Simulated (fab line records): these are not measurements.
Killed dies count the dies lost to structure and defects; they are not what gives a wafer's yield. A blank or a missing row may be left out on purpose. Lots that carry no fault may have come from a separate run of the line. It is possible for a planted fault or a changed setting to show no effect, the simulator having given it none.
8D (eight disciplines) problem report, filled in by code :: flow sky130 :: the parts of the form that need people (team, actions taken, sign-off) are left out

== 1. WHAT WENT WRONG ==
Mean of killed-at-other at SKY_PAD_OPEN_PROBE_99: 58.2 across 4 wafers in 2 lots; on wafers with no fault it is 0.3 (standard deviation 0.56). So: +99 or more standard deviations from the usual mean.
First observed at day 49 10:18: wafer L372.3, on prober-01. Wafers with a number at this step in the record: 36, from 12 lots. Rule for "out", or "out of limits": more than 4 standard deviations from the usual mean. Any other wafer with a number is counted as sound.

== 2. WHAT IT IS, AND WHAT IT ISN'T ==
question: which readings at this step
is: killed-at-other, defect-limited-yield, killed-dies, sort-n-pass, sort-yield-pct
is not: killed_at_M0_to_M3, killed_at_M4_up, killed-at-contacts, killed-at-front-end, killed-open, killed-short

question: which lots
is: L372, L374
is not: L358, L359, L360, L361, L362, L364, L365, L370, L379, L380

question: which wafers of those lots
is: L372.3, L372.5, L374.3, L374.5
is not: L372.4, L374.6

question: read on which tools
is: prober-01
is not: prober-02

question: when
is: from day 49 10:18
is not: up to then (24 sound wafers); but 8 sound wafers of L372, L374, L379, L380 came after

== 3. WHAT RULES OUT EACH SUSPECT ==
Counting: any tool at a process step up to the reading remains a suspect provided it ran every lot that is out. Sound lots after the first of them don't rule it out here, since some wafers of a struck lot are sound.
- rie-metal-04 at SKY_CAPM_METAL_ETCH_13 (etches TiN in Cl2/BCl3, stops on SiO2, target depth 220 nm, time 62.9 s): kept. Ran every lot that is out, first one L372 (day 42 00:35); last sound lot up to then L370 (day 41 01:09).
- pvd-sputter-04 at SKY_METAL5_SPUTTER_00 (material Ti, target thk 15 nm, time 10 s): kept. Ran every lot that is out, first one L372 (day 46 21:52); last sound lot up to then L361 (day 43 14:37).
- pvd-sputter-04 at SKY_METAL5_SPUTTER_01 (material TiN, target thk 20 nm, time 16.7 s): kept. Ran every lot that is out, first one L372 (day 46 21:53); last sound lot up to then L361 (day 43 14:38).
- prober-01 at SKY_PAD_OPEN_PROBE_99: kept. Ran every lot that is out, first one L372 (day 49 10:18); last sound lot up to then L370 (day 48 15:56). Its own defect-limited-yield, killed-at-other, killed-dies, sort-n-pass, sort-yield-pct readings are out on those wafers.
- The sound lot-mates ran in chamber 0 of rie-metal-04 at SKY_CAPM_METAL_ETCH_13, but the wafers that are out ran in chamber 1.
Left after counting: rie-metal-04 at SKY_CAPM_METAL_ETCH_13, pvd-sputter-04 at SKY_METAL5_SPUTTER_00, pvd-sputter-04 at SKY_METAL5_SPUTTER_01, prober-01 at SKY_PAD_OPEN_PROBE_99.

== 4. THE CAUSE (what the simulator had put in) ==
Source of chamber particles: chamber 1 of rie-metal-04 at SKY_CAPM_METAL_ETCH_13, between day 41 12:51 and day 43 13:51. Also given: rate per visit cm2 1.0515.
Counting leaves 4 suspects; this tool is one of them.

== 5. SEQUENCE OF EFFECTS, ordered by route ==
One row per reading whose mean, taken over the struck wafers that have a number, lies over 3 standard deviations from the usual. Only readings for which the record gives a usual standard deviation are gone through. hours: the time from each lot's start at the first step in this table that gives one to its start at this step, as a median over the lots. sigmas: the change in usual standard deviations.
hours: 0
step: SKY_PAD_OPEN_PROBE_99
reading: defect-limited-yield
usual: 82.5 %
on struck wafers: 73.7
change: -8.8
sigmas: -4.6

hours: 0
step: SKY_PAD_OPEN_PROBE_99
reading: killed-at-other
usual: 0.3
on struck wafers: 58.2
change: +58.0
sigmas: +99 or more

hours: 0
step: SKY_PAD_OPEN_PROBE_99
reading: killed-dies
usual: 86
on struck wafers: 130
change: +44
sigmas: +4.6

hours: 0
step: SKY_PAD_OPEN_PROBE_99
reading: sort_bin_3_pad_short
usual: 0.8 %
on struck wafers: 2.6
change: +1.8
sigmas: +4.6

hours: 0
step: SKY_PAD_OPEN_PROBE_99
reading: sort_bin_5_function
usual: 10.4 %
on struck wafers: 17.0
change: +6.6
sigmas: +4.7

hours: 0
step: SKY_PAD_OPEN_PROBE_99
reading: sort-n-pass
usual: 406
on struck wafers: 362
change: -44
sigmas: -4.6

hours: 0
step: SKY_PAD_OPEN_PROBE_99
reading: sort-yield-pct
usual: 82.5 %
on struck wafers: 73.7
change: -8.8
sigmas: -4.6
Its process steps:
- SKY_PAD_OPEN_PROBE_99

== 6. HOW IT WOULD HAVE BEEN CAUGHT EARLIER ==
In this record no reading fell out of limits until day 49 10:18, 189 hours after the fault had begun at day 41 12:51.
An alarm limit of 4 standard deviations would not have fired on the tool readings at SKY_CAPM_METAL_ETCH_13 for which the record gives a usual standard deviation, since none of them was out on any struck wafer.
Each of the lots that are out, 2 in all, had begun SKY_CAPM_METAL_ETCH_13 on rie-metal-04 no later than day 49 10:18. Tool hold at that time: it would have spared none of them.
